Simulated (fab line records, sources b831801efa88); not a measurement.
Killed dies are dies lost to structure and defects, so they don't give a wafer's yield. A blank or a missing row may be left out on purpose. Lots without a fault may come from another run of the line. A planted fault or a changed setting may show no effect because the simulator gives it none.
A struck lot beside a sound one | flow sky130 | 16 steps out of a route of 708
Sound: wafers L567.2, L567.4, L567.6. Struck: wafer L577.1. (L577.3, L577.6 of the same lot were not struck and are left out.) The cause comes at the end.
At each step with rows: each side's tool, then ch and its chambers, then its first start. Under that, the readings that differ: sound wafers | struck wafers | difference of the means | sigmas: that difference in standard deviations of wafers without a fault.
alike: readings whose means differ by less than 2 such deviations, and words and numbers that are the same on both sides. not compared: withheld readings, readings that some wafer has no value for, bounds like >300 that may hide the same value, and numbers for which the record gives no deviation and whose values overlap.
The two part at a step that has a row with sigmas, a row that says differs or no value, or rows on one side only. Numbers that don't overlap but have no deviation are shown without sigmas and don't part them. A reading that every wafer of one side lacks parts them only if that side has two wafers or more.

first, 3 steps without rows for these wafers: SKY_METAL1_EXPOSE_12 (exposes mask MM1, target cd 140 nm); SKY_METAL1_PEB_13; SKY_METAL1_DEVELOP_14 (develop time 60 s).
SKY_METAL1_CD_MEAS_15: target cd 140 nm.
  sound on cd_sem-01, day 33 18:24; struck on cd_sem-02, day 37 04:41
  alike: cd_nm
SKY_METAL1_OVL_MEAS_16:
  sound on overlay-02, day 33 18:31; struck on overlay-02, day 37 04:50
  reading         | sound    | struck | difference | sigmas
  METAL1_OVL (nm) | -4 -7 -5 | 7      | +12        | +3
SKY_METAL1_DESCUM_17: chemistry O2, time 8 s.
  sound on rie_metal-04 ch 0,1, day 33 18:32; struck on rie_metal-04 ch 1, day 37 04:52
  alike: drypump_motor_current_A, oes_product_au, rf_fwd_power_W, temp_c
  not compared: rf_hours_counter_h
SKY_METAL1_ETCH_18: etches BARC in N2/H2, stops on SiO2, time 45.9 s, target depth 60 nm.
  sound on rie_metal-04 ch 0,1, day 33 18:34; struck on rie_metal-04 ch 1, day 37 04:53
  reading             | sound           | struck | difference | sigmas
  n2_flow_sccm (sccm) | 99.6 99.2 100.8 | 100.5  | +0.6       | +2
  alike: drypump_motor_current_A, oes_product_au, rf_fwd_power_W, throttle_valve_pct
  not compared: rf_hours_counter_h
SKY_METAL1_METAL_ETCH_19: etches the open film in Cl2/BCl3, stops on SiO2, target depth 360 nm, time 78 s.
  sound on rie_metal-04 ch 0,1, day 33 18:38; struck on rie_metal-04 ch 1, day 37 04:58
  alike: drypump_motor_current_A, oes_product_au, rf_fwd_power_W, throttle_valve_pct
  not compared: rf_hours_counter_h
SKY_METAL1_STRIP_20: strips in O2/N2.
  sound on plasma_asher-01 ch 0, day 33 18:43; struck on plasma_asher-01 ch 0, day 37 05:03
  reading             | sound             | struck | difference | sigmas
  n2_flow_sccm (sccm) | 299.2 298.7 299.3 | 301.8  | +2.7       | +3
  alike: drypump_motor_current_A, oes_product_au, strip_time_to_endpoint_s
  not compared: rf_hours_counter_h
then, 3 steps without rows for these wafers: SKY_METAL1_STRIP_21 (strips in post etch residue remover, time 1200 s); SKY_METAL1_CLEAN_22 (cleans in IPA, time 180 s); SKY_METAL1_CLEAN_23 (cleans in O3/DIW).
SKY_VIA1_HDPCVD_00: deposits SiO2, target thk 1030 nm, time 171.7 s.
  sound on hdpcvd-02 ch 0,1,2, day 33 19:22; struck on hdpcvd-01 ch 2, day 37 05:38
  reading                                  | sound             | struck | difference | sigmas
  run_length_s (s)                         | 199.3 198.5 199.6 | 156.0  | -43.1      | -83
  model.SiO2_of_VIA1_HDPCVD_00.thk_nm (nm) | 1021 1031 1024    | 775    | -250       |
SKY_VIA1_THK_MEAS_01:
  sound on film_metro-04, day 33 19:29; struck on film_metro-01, day 37 05:59
  reading              | sound          | struck | difference | sigmas
  VIA1_HDPCVD_THK (nm) | 1022 1031 1024 | 775    | -251       | -25
  not compared: hold
SKY_VIA1_CMP_02: polishes SiO2.
  sound on cmp-02 ch 0,1,2, day 33 19:38; struck on cmp-01 ch 2, day 37 10:07
  reading | sound | struck                   | difference                   | sigmas
  hold    | - - - | await_dispo/3.8h/release | no value on the sound wafers |
  alike: motor_current_A
-- the record jumps here: 12 days lie between the struck wafers' starts before and after (it left off in module VIA1 and takes up again in module PAD_OPEN, whose first step shown is number 708 of the route) --
SKY_PAD_OPEN_PROBE_99:
  the record has rows for the struck wafers here (prober-01, day 49 07:32) and none for the sound ones

WHERE THEY PART
First at SKY_METAL1_OVL_MEAS_16; last, within this record, at SKY_PAD_OPEN_PROBE_99.

WHY: what the simulator had put in
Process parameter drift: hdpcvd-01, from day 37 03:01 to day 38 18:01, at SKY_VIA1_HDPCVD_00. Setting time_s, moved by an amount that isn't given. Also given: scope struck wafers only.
